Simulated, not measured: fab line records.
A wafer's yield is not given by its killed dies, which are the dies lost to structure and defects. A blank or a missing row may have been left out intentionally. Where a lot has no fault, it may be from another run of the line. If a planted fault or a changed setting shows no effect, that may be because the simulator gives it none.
Which tool is to blame? | flow sky130 | 72 wafers from 24 lots sampled at 6 of the route's 708 steps

WHAT THE GAUGES READ, wafer by wafer
SKY_LI_CONTACT_THK_MEAS_01.
lot  | measured     | on           | LI_CONTACT_HDPCVD_THK (nm)
L074 | day 28 08:44 | filmMetro-02 | 984 971 963
L075 | day 28 10:14 | filmMetro-02 | 971 968 971
L076 | day 28 23:41 | filmMetro-02 | 969 971 969
L077 | day 29 03:46 | filmMetro-03 | 985 968 959
L078 | day 29 11:02 | filmMetro-01 | 969 988 988
L079 | day 30 00:20 | filmMetro-03 | 960 962 963
L080 | day 30 16:14 | filmMetro-02 | 942 943 948
L081 | day 30 21:39 | filmMetro-03 | 986 969 976
L082 | day 30 23:30 | filmMetro-01 | 953 968 949
L083 | day 31 05:56 | filmMetro-01 | 954 960 984
L084 | day 31 19:05 | filmMetro-03 | 966 962 975
L085 | day 32 01:26 | filmMetro-03 | 954 943 969
L086 | day 32 07:35 | filmMetro-03 | 940 955 939
L087 | day 32 22:16 | filmMetro-02 | 956 954 952
L088 | day 32 23:22 | filmMetro-03 | 951 968 952
L089 | day 33 11:05 | filmMetro-01 | 961 966 967
L090 | day 33 18:20 | filmMetro-03 | 952 933 943
L091 | day 34 00:29 | filmMetro-03 | 946 949 980
L092 | day 34 09:03 | filmMetro-03 | 944 958 956
L093 | day 34 10:40 | filmMetro-03 | 976 941 975
L094 | day 34 21:26 | filmMetro-03 | 954 970 950
L095 | day 35 07:00 | filmMetro-02 | 984 953 963
L096 | day 35 15:35 | filmMetro-03 | 973 954 987
L097 | day 35 18:49 | filmMetro-03 | 997 972 968

SKY_VIA1_THK_MEAS_23: measures by xrf.
lot  | measured     | on           | VIA1_W_THK (nm)
L074 | day 34 12:08 | filmMetro-02 | 278 280 273
L075 | day 34 14:00 | filmMetro-02 | 280 284 279
L076 | day 35 02:35 | filmMetro-03 | 278 277 277
L077 | day 35 06:00 | filmMetro-02 | 277 274 274
L078 | day 35 13:01 | filmMetro-03 | 272 274 277
L079 | day 35 23:43 | filmMetro-02 | 273 271 274
L080 | day 36 15:59 | filmMetro-03 | 275 273 275
L081 | day 36 20:24 | filmMetro-03 | 272 273 274
L082 | day 36 22:26 | filmMetro-02 | 276 276 273
L083 | day 37 04:14 | filmMetro-03 | 276 275 269
L084 | day 37 16:50 | filmMetro-03 | 276 272 279
L085 | day 37 22:27 | filmMetro-03 | 273 274 275
L086 | day 38 04:18 | filmMetro-02 | 271 272 274
L087 | day 38 18:23 | filmMetro-02 | 277 270 274
L088 | day 38 18:47 | filmMetro-02 | 273 275 275
L089 | day 39 06:52 | filmMetro-03 | 270 268 271
L090 | day 39 12:14 | filmMetro-03 | 265 266 270
L091 | day 39 16:58 | filmMetro-02 | 273 273 273
L092 | day 40 01:58 | filmMetro-02 | 276 273 276
L093 | day 40 06:50 | filmMetro-03 | 267 271 269
L094 | day 40 13:58 | filmMetro-02 | 276 276 277
L095 | day 40 22:43 | filmMetro-03 | 271 269 270
L096 | day 41 06:22 | filmMetro-02 | 276 275 282
L097 | day 41 10:49 | filmMetro-01 | 272 271 276

SKY_VIA2_THK_MEAS_01.
lot  | measured     | on           | VIA2_HDPCVD_THK (nm)
L074 | day 35 15:56 | filmMetro-04 | 1220 1200 1199
L075 | day 35 18:10 | filmMetro-04 | 1225 1238 1231
L076 | day 36 06:34 | filmMetro-02 | 1199 1225 1221
L077 | day 36 09:32 | filmMetro-02 | 1226 1220 1227
L078 | day 36 16:49 | filmMetro-02 | 1207 1215 1206
L079 | day 37 02:41 | filmMetro-04 | 1205 1184 1194
L080 | day 37 19:56 | filmMetro-03 | 1206 1189 1200
L081 | day 37 23:44 | filmMetro-03 | 1213 1210 1200
L082 | day 38 02:14 | filmMetro-04 | 1211 1183 1192
L083 | day 38 08:14 | filmMetro-04 | 1207 1221 1208
L084 | day 38 20:25 | filmMetro-04 | 1239 1241 1212
L085 | day 39 01:40 | filmMetro-03 | 1228 1231 1220
L086 | day 39 08:09 | filmMetro-03 | 1210 1192 1202
L087 | day 39 21:44 | filmMetro-02 | 1228 1236 1221
L088 | day 39 22:10 | filmMetro-04 | 1208 1213 1218
L089 | day 40 09:59 | filmMetro-04 | 1202 1182 1216
L090 | day 40 15:32 | filmMetro-03 | 1213 1201 1216
L091 | day 40 19:23 | filmMetro-02 | 1197 1200 1209
L092 | day 41 05:24 | filmMetro-02 | 1217 1219 1211
L093 | day 41 09:29 | filmMetro-02 | 1207 1188 1209
L094 | day 41 16:58 | filmMetro-03 | 1216 1229 1213
L095 | day 42 00:10 | filmMetro-04 | 1216 1200 1204
L096 | day 42 08:31 | filmMetro-02 | 1209 1198 1209
L097 | day 42 12:54 | filmMetro-04 | 1201 1199 1212

SKY_CAPM_OVL_MEAS_12.
lot  | measured     | on         | CAPM_OVL (nm)
L074 | day 37 22:58 | overlay-01 | 1.5 1.5 1.6
L075 | day 38 00:07 | overlay-02 | 1.8 1.9 1.2
L076 | day 38 12:28 | overlay-01 | 3.4 4.2 4.2
L077 | day 38 15:38 | overlay-01 | 1.4 2.3 2.3
L078 | day 38 22:31 | overlay-01 | 3.3 3.0 1.7
L079 | day 39 08:34 | overlay-02 | 0.1 -0.9 0.6
L080 | day 40 00:47 | overlay-01 | 0.0 -0.5 1.5
L081 | day 40 04:10 | overlay-02 | 3.2 2.4 3.3
L082 | day 40 06:55 | overlay-01 | 0.1 -0.1 1.5
L083 | day 40 13:07 | overlay-01 | -0.1 2.8 2.1
L084 | day 41 00:49 | overlay-02 | 2.2 3.2 1.8
L085 | day 41 06:47 | overlay-02 | 1.9 -0.7 0.7
L086 | day 41 11:28 | overlay-01 | -1.4 -2.1 -0.4
L087 | day 42 00:33 | overlay-02 | 0.5 1.7 -1.0
L088 | day 42 01:19 | overlay-01 | 1.3 0.6 1.6
L089 | day 42 12:01 | overlay-02 | 0.7 -0.7 -1.8
L090 | day 42 17:54 | overlay-02 | 1.8 0.9 1.5
L091 | day 42 21:34 | overlay-01 | 4.3 3.3 2.8
L092 | day 43 07:36 | overlay-01 | 2.4 1.2 1.2
L093 | day 43 10:49 | overlay-02 | -0.6 0.0 -1.5
L094 | day 43 18:22 | overlay-01 | 0.9 1.1 0.1
L095 | day 43 23:40 | overlay-01 | 0.2 -0.1 0.9
L096 | day 44 09:45 | overlay-01 | 0.5 0.9 1.7
L097 | day 44 11:28 | overlay-01 | 0.4 0.2 -0.3

SKY_PASSIVATION_THK_MEAS_03.
lot  | measured     | on           | PASSIVATION_CVD_02_THK (nm)
L074 | day 44 10:02 | filmMetro-02 | 528 537 538
L075 | day 44 10:20 | filmMetro-01 | 528 538 541
L076 | day 44 20:40 | filmMetro-03 | 545 555 546
L077 | day 44 23:07 | filmMetro-02 | 556 547 539
L078 | day 45 03:40 | filmMetro-01 | 531 535 545
L079 | day 45 13:47 | filmMetro-01 | 535 549 547
L080 | day 46 07:19 | filmMetro-03 | 532 545 545
L081 | day 46 08:58 | filmMetro-02 | 532 539 538
L082 | day 46 09:14 | filmMetro-02 | 530 544 543
L083 | day 46 13:57 | filmMetro-01 | 542 544 552
L084 | day 46 19:46 | filmMetro-01 | 529 535 537
L085 | day 47 07:02 | filmMetro-03 | 537 547 555
L086 | day 47 09:41 | filmMetro-01 | 527 534 550
L087 | day 47 23:10 | filmMetro-02 | 545 546 547
L088 | day 47 23:50 | filmMetro-01 | 546 538 554
L089 | day 48 05:35 | filmMetro-01 | 542 535 551
L090 | day 48 10:01 | filmMetro-03 | 547 544 544
L091 | day 48 18:48 | filmMetro-03 | 542 544 546
L092 | day 48 23:50 | filmMetro-01 | 537 536 535
L093 | day 49 03:34 | filmMetro-01 | 529 541 546
L094 | day 49 06:39 | filmMetro-01 | 534 531 547
L095 | day 49 08:54 | filmMetro-03 | 538 549 541
L096 | day 49 21:37 | filmMetro-03 | 536 548 545
L097 | day 49 22:22 | filmMetro-02 | 541 539 549

WHICH TOOL RAN EACH LOT (tool, then ch and the chambers of the sampled wafers, then the start)
lot  | SKY_METAL4_SPUTTER_02
L074 | pvdSputter-03, day 40 05:31
L075 | pvdSputter-01, day 40 07:02
L076 | pvdSputter-01, day 40 17:37
L077 | pvdSputter-01, day 40 22:24
L078 | pvdSputter-02, day 41 04:17
L079 | pvdSputter-02, day 41 13:57
L080 | pvdSputter-01, day 42 05:41
L081 | pvdSputter-01, day 42 09:50
L082 | pvdSputter-03, day 42 11:07
L083 | pvdSputter-01, day 42 17:18
L084 | pvdSputter-03, day 43 04:19
L085 | pvdSputter-01, day 43 10:41
L086 | pvdSputter-02, day 43 14:18
L087 | pvdSputter-01, day 44 07:23
L088 | pvdSputter-01, day 44 07:41
L089 | pvdSputter-03, day 44 13:06
L090 | pvdSputter-03, day 44 18:38
L091 | pvdSputter-03, day 45 06:44
L092 | pvdSputter-03, day 45 10:13
L093 | pvdSputter-02, day 45 12:58
L094 | pvdSputter-01, day 45 16:26
L095 | pvdSputter-01, day 45 21:35
L096 | pvdSputter-03, day 46 09:56
L097 | pvdSputter-02, day 46 12:07
- SKY_METAL4_SPUTTER_02: material AlCu, target thk 735 nm, time 39.1 s.

WHAT THE TOOLS THEMSELVES READ (means of the sampled wafers that have a number; where no wafer has one, the mark that the record gives instead)
SKY_METAL4_SPUTTER_02.
lot  | tool          | throttleValvePct (%)
L074 | pvdSputter-03 | 29.5
L075 | pvdSputter-01 | 30.0
L076 | pvdSputter-01 | 29.7
L077 | pvdSputter-01 | 29.5
L078 | pvdSputter-02 | 30.3
L079 | pvdSputter-02 | 29.5
L080 | pvdSputter-01 | 29.8
L081 | pvdSputter-01 | 28.9
L082 | pvdSputter-03 | 29.3
L083 | pvdSputter-01 | 29.0
L084 | pvdSputter-03 | 29.2
L085 | pvdSputter-01 | 30.7
L086 | pvdSputter-02 | 29.5
L087 | pvdSputter-01 | 30.0
L088 | pvdSputter-01 | 29.5
L089 | pvdSputter-03 | 29.5
L090 | pvdSputter-03 | 31.3
L091 | pvdSputter-03 | 29.5
L092 | pvdSputter-03 | 29.5
L093 | pvdSputter-02 | 29.3
L094 | pvdSputter-01 | 30.3
L095 | pvdSputter-01 | 29.5
L096 | pvdSputter-03 | 30.0
L097 | pvdSputter-02 | 29.3

THE ANSWER, worked out from the rows above alone
Rule: what is usual is taken from the lots themselves. Put in order of their means at a reading, lots are off if they are a third of the lots or fewer, leave a main group of 4 or more, and stand apart from it by a gap of 3 or more times the standard deviation of the main group's means; of several such gaps the widest counts. The tables above print the reading to a certain number of digits; a main group whose means all agree to those digits is not used. Also off: a lot with no number at a reading for which 4 or more lots have one. Where the step has rows for the other lots, those lots are counted as sound. First the gauges in route order, then the tools' own readings, where a lot's mean is used as printed above. At the first step where some lot is off, the reading lying furthest off is the one used; lots without a number count as furthest.
No lot is off at any reading shown: from this, nothing can be told.

WHAT THE SIMULATOR PUT IN
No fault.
